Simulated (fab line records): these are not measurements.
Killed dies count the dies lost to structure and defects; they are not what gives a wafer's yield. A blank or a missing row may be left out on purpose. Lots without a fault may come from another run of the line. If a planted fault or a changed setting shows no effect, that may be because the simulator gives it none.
Which tool is to blame?	flow sky130	route of 708 steps, sampled at 1 step: 12 lots, 36 wafers

== WHAT THE GAUGES READ, wafer by wafer ==
SKY_POLY_CUT_CD_MEAS_08: the cd target is 270 nm.
lot	measured	on	cd nm (nm)
L075	day 24 12:13	cd sem-01	269.1 270.9 269.8
L077	day 25 09:17	cd sem-02	269.1 269.0 270.7
L079	day 25 22:38	cd sem-01	269.7 270.0 270.0
L081	day 27 13:58	cd sem-01	267.1 268.8 268.6
L084	day 27 14:41	cd sem-01	269.9 270.0 269.2
L085	day 28 07:56	cd sem-01	267.6 269.3 268.9
L088	day 28 23:44	cd sem-01	271.7 272.0 271.9
L089	day 29 16:19	cd sem-02	271.1 272.0 270.1
L091	day 29 21:39	cd sem-02	268.7 270.1 268.5
L093	day 30 11:59	cd sem-01	273.3 271.7 272.0
L095	day 31 07:19	cd sem-02	269.6 269.5 269.7
L097	day 31 18:46	cd sem-02	268.6 267.5 268.3

== WHICH TOOL RAN EACH LOT (tool, then ch and the chambers of the sampled wafers, then the start) ==
The record holds no process step before these readings.

== THE ANSWER, worked out from the rows above alone ==
Rule: the usual values come from the lots themselves. Put in order of their means at a reading, lots are off if they are a third of the lots or fewer, leave a main group of 4 or more, and stand apart from it by a gap of 3 or more times the standard deviation of the main group's means; of several such gaps the widest counts. A main group is skipped when, at the precision printed for the reading in the tables above, its means are all equal. A lot without any number at a reading at which 4 lots or more have one is off too. Any other lot the step has rows for is counted as sound.
None of the lots is off at any reading shown; this tells nothing.

== WHAT THE SIMULATOR HAD PUT IN ==
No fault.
